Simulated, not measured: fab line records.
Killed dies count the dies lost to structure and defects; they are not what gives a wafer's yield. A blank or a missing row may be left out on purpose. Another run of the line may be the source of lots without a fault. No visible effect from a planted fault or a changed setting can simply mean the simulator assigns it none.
Which of the tools did it? ; flow gf180mcu ; Sampling: 6 lots, 18 wafers, 3 of 602 route steps

WHAT THE GAUGES SHOWED, per wafer
GF_V1_THK_MEAS_25: measures by xrf.
lot;measured;on;V1_W_THK (nm)
L966;day 19 17:49;film-metro-02;341 337 339
L969;day 20 18:55;film-metro-01;349 337 344
L971;day 21 23:25;film-metro-04;333 343 332
L973;day 22 11:41;film-metro-04;344 342 333
L982;day 25 08:52;film-metro-01;351 337 344
L985;day 26 05:29;film-metro-04;338 335 344

EACH LOT AND THE TOOL THAT RAN IT (in order: tool; ch and the chambers of the sampled wafers; start)
lot;GF_M1_STRIP_17;GF_V1_EXPOSE_11
L966;plasma-asher-03 ch 0,1, day 18 14:44;krf-scanner-01 ch 0, day 19 04:18
L969;plasma-asher-03 ch 0,1, day 19 16:58;krf-scanner-01 ch 0, day 20 06:43
L971;plasma-asher-01 ch 0,1, day 20 21:06;krf-scanner-02 ch 0, day 21 10:23
L973;plasma-asher-04 ch 0,1, day 21 09:28;krf-scanner-01 ch 0, day 21 23:10
L982;plasma-asher-04 ch 0,1, day 24 08:44;krf-scanner-02 ch 0, day 24 20:44
L985;plasma-asher-01 ch 0,1, day 25 05:40;krf-scanner-02 ch 0, day 25 17:22
- GF_M1_STRIP_17: strips in O2/N2.
- GF_V1_EXPOSE_11: exposes mask Via1, target cd 260 nm.

THE ANSWER, worked out from the rows above alone
Rule: usual is defined by the lots themselves. Put in order of their means at a reading, lots are off if they are a third of the lots or fewer, leave a main group of 4 or more, and stand apart from it by a gap of 3 or more times the standard deviation of the main group's means; of several such gaps the widest counts. A main group is skipped when, at the precision printed for the reading in the tables above, its means are all equal. A lot without any number at a reading at which 4 lots or more have one is off too. The other lots that the step has rows for count as sound.
Nothing can be told from this: no lot is off at any reading shown.

WHAT HAD BEEN PUT IN BY THE SIMULATOR
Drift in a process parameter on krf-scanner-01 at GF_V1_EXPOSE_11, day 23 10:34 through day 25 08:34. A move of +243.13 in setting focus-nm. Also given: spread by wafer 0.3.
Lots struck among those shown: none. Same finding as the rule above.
